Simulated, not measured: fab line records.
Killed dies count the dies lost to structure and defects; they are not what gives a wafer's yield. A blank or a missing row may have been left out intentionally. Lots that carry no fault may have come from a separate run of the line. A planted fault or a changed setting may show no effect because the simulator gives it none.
Matching of chambers	flow sky130	rie diel-04 running SKY_VIA1_ETCH_15: 4 sister chambers
The step etches SiO2 in C4F8/O2/Ar, stops on TiN, target depth 351 nm, time 54 s. 4 wafers are shown with their chamber, then 7 later ones without.

== WAFERS PAIRED WITH THEIR CHAMBERS ==
wafer	chamber	oes product au (a.u.)
L944.2	3	0.974
L946.2	2	0.981
L952.2	0	0.973
L952.3	1	0.981

== WAFERS WITHOUT THEIR CHAMBER ==
wafer	oes product au (a.u.)
L952.6	0.968
L954.2	0.975
L954.3	0.976
L954.5	0.979
L957.2	0.979
L957.3	0.977
L957.4	0.977

== EACH ONE'S CHAMBER ==
wafer	from the rows above	in truth
L952.6	can't be placed: 0 or 3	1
L954.2	can't be placed: 3 or 0 or 1 or 2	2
L954.3	can't be placed: 3 or 0 or 1 or 2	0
L954.5	can't be placed: 1 or 2 or 3 or 0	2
L957.2	can't be placed: 1 or 2 or 3 or 0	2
L957.3	can't be placed: 3 or 0 or 1 or 2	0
L957.4	can't be placed: 3 or 0 or 1 or 2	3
0 of 7 placed correctly. Unplaceable from these rows: 7, with the true chamber sitting among the candidates in 6. Number placed wrongly: 0.
How it was worked out, from the rows above alone: a wafer's distance from a chamber is the root of the sum, over the readings, of the square of ((its reading less the chamber's mean) divided by the reading's scatter). The wafer belongs to the nearest chamber; if the next one is less than 2 further off, it can't be placed. For every chamber, the mean is computed from those of its wafers that are shown. The scatter (one wafer shown for each chamber): square how far every hidden wafer sits from the nearest shown wafer, average those squares and take the square root.
